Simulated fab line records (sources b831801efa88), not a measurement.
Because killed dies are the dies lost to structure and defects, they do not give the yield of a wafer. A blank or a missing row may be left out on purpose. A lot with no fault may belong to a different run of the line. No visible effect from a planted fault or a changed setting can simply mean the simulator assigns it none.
The tool behind it: which one? + flow sfq line + Sampling: 7 lots, 21 wafers, 5 of 325 route steps

WHAT THE GAUGES SHOWED, per wafer
SFQ_M7_RS_MEAS_943: measures by four-point-probe.
| lot  | measured     | on            | M7_NB_RS (ohm/sq)                   |
|------|--------------|---------------|-------------------------------------|
| L295 | day 63 02:30 | film metro-02 | 0.904 0.906 0.901                   |
| L299 | day 63 08:53 | film metro-02 | 0.912 0.903 0.898                   |
| L304 | day 76 16:12 | film metro-04 | 0.443 0.440 0.446 0.443 0.440 0.445 |
| L309 | day 77 14:27 | film metro-01 | 0.872 0.870 0.877                   |
| L312 | day 80 23:59 | film metro-02 | 0.882 0.878 0.887                   |
| L315 | day 82 03:34 | film metro-01 | 0.871 0.875 0.871                   |
| L317 | day 84 18:38 | film metro-01 | 0.910 0.902 0.899                   |

WHAT TOOL EACH LOT RAN ON (gives the tool, then ch and the chambers of the sampled wafers, and finally the start)
| lot  | SFQ_TRILAYER_C5_ETCH_VIA_ETCH_154  | SFQ_TRILAYER_M6_ETCH_METAL_ETCH_162 | SFQ_TRILAYER_I6_VIA_STRIP_STRIP_173 | SFQ_TRILAYER_M7_DEP_SPUTTER_175 |
|------|------------------------------------|-------------------------------------|-------------------------------------|---------------------------------|
| L295 | rie diel-02 ch 0,1, day 61 14:57   | rie metal-03 ch 0,1, day 62 06:19   | rie metal-03 ch 0,1, day 63 01:46   | pvd sputter-06, day 63 02:22    |
| L299 | rie diel-03 ch 0,2,3, day 61 22:09 | rie metal-01 ch 0,1, day 62 14:40   | rie metal-02 ch 0, day 63 07:34     | pvd sputter-04, day 63 08:46    |
| L304 | rie diel-01 ch 2,3, day 69 00:35   | rie metal-03 ch 0,1, day 73 04:40   | rie metal-03 ch 0,1, day 76 15:01   | pvd sputter-04, day 76 15:50    |
| L309 | rie diel-03 ch 0,2, day 72 20:26   | rie metal-04 ch 0,1, day 74 22:47   | rie metal-03 ch 0,1, day 77 13:43   | pvd sputter-03, day 77 14:19    |
| L312 | rie diel-03 ch 0,1,3, day 76 06:07 | rie metal-03 ch 0,1, day 78 04:31   | rie metal-01 ch 0,1, day 80 23:04   | pvd sputter-03, day 80 23:52    |
| L315 | rie diel-02 ch 0,1,2, day 77 00:12 | rie metal-03 ch 0,1, day 78 22:52   | rie metal-02 ch 0,1, day 82 02:40   | pvd sputter-03, day 82 03:28    |
| L317 | rie diel-02 ch 1,2, day 84 06:03   | rie metal-04 ch 0,1, day 84 09:34   | rie metal-01 ch 0,1, day 84 17:54   | pvd sputter-06, day 84 18:30    |
- SFQ_TRILAYER_C5_ETCH_VIA_ETCH_154: etches SiO2 in CHF3, stops on Nb, target depth 84 nm.
- SFQ_TRILAYER_M6_ETCH_METAL_ETCH_162: etches Nb in Cl2/Ar, stops on SiO2, target depth 240 nm, time 120 s.
- SFQ_TRILAYER_I6_VIA_STRIP_STRIP_173: strips in O2.
- SFQ_TRILAYER_M7_DEP_SPUTTER_175: material Nb, target thk 200 nm, time 133.3 s.

THE ANSWER, worked out from the rows above alone
Rule: what is usual is taken from the lots themselves. Put in order of their means at a reading, lots are off if they are a third of the lots or fewer, leave a main group of 4 or more, and stand apart from it by a gap of 3 or more times the standard deviation of the main group's means; of several such gaps the widest counts. The tables above print the reading to a certain number of digits; a main group whose means all agree to those digits is not used. A lot without any number at a reading at which 4 lots or more have one is off too. Where the step has rows for the other lots, those lots are counted as sound.
Off: L304, seen at SFQ_M7_RS_MEAS_943 (M7_NB_RS). Mean 0.890 ohm/sq and standard deviation 0.014 in the main group.
If a tool, at a process step before that reading, ran all the lots that are off and no sound lot after the first of them, it fits. Those tools and the gauges at SFQ_M7_RS_MEAS_943 are tried in the same way. Can't be told from this: 3 tools fit, rie diel-01 at SFQ_TRILAYER_C5_ETCH_VIA_ETCH_154, pvd sputter-04 at SFQ_TRILAYER_M7_DEP_SPUTTER_175, film metro-04 at SFQ_M7_RS_MEAS_943.

WHAT THE SIMULATOR PUT IN
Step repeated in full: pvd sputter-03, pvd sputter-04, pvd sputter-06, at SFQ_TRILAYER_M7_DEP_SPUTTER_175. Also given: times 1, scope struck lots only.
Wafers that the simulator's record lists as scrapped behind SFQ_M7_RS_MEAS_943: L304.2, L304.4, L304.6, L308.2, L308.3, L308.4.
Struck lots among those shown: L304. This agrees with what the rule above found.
